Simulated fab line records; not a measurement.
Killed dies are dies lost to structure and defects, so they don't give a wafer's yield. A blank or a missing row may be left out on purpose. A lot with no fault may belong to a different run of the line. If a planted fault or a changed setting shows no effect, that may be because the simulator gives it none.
A single fault, viewed from 2 desks ; flow gf180mcu ; each desk holds nothing but its own numbers, with what lay behind them at the end

## TOOL OWNER'S DESK, implanter-02
The tool's own readings at GF_NWELL_IMPLANT_08: means of the sampled wafers that have a number, for each lot that ran on this tool. If a lot's mean is further than 4 standard deviations from the usual mean, the lot is out of limits and carries the mark OUT (the distance appears in the brackets).
Columns: A = beam-energy-keV at GF_NWELL_IMPLANT_08, usual 450.01; B = faraday-current-uA at GF_NWELL_IMPLANT_08, usual 84.8
lot;first seen here;A;B
L495;day 3 18:52;450.07;84.0
L505;day 6 01:53;450.08;83.8
L508;day 6 19:08;449.93;84.6
L512;day 7 16:28;493.09 (+99 or more) OUT;83.8
L514;day 8 02:32;493.14 (+99 or more) OUT;86.1
This desk's verdict: out of limits on L512, L514, starting with L512 at day 7 16:28 (beam-energy-keV at GF_NWELL_IMPLANT_08). Within limits: L495, L505, L508.

## FROM THE METROLOGY DESK
Means of the sampled wafers that have a number, per lot and without regard to the tool the lot ran on: this is what the gauges read. If a lot's mean is further than 4 standard deviations from the usual mean, the lot is out of limits and carries the mark OUT (the distance appears in the brackets).
Columns: A = NWELL_RS at GF_VT_IMPLANT_RS_MEAS_47, usual 487.7 ohm/sq
lot;first seen here;A
L494;day 7 18:54;489.6
L495;day 8 04:04;487.7
L496;day 8 11:05;488.3
L497;day 8 15:19;487.6
L498;day 8 22:22;488.2
L502;day 10 04:37;486.6
L503;day 10 11:46;487.9
L504;day 10 13:43;487.5
L505;day 10 23:01;486.9
L506;day 11 07:34;489.1
L508;day 11 22:19;486.4
L512;day 13 00:57;479.3 (-6.5) OUT
L514;day 13 11:44;479.1 (-6.6) OUT
L516;day 14 03:35;486.3
This desk's result: L512, L514 out of limits, first on L512 (NWELL_RS at GF_VT_IMPLANT_RS_MEAS_47), day 13 00:57. Within limits: L494, L495, L496, L497, L498, L502, L503, L504, L505, L506, L508, L516.

## PUT TOGETHER
The tool owner's desk could have raised an alarm at day 7 16:28, on L512, L514.
L512, L514 would have let the metrology desk raise an alarm at day 13 00:57.
All the named lots went through GF_NWELL_IMPLANT_08 on implanter-02.

## WHAT HAD BEEN PUT IN BY THE SIMULATOR
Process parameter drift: implanter-02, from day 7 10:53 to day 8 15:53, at GF_NWELL_IMPLANT_08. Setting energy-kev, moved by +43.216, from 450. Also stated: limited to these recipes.
Shown lots that were struck: L512, L514.
Counting hours from when the fault started, the first reading out of limits came at 6 for the tool owner's desk and at 134 for the metrology desk.
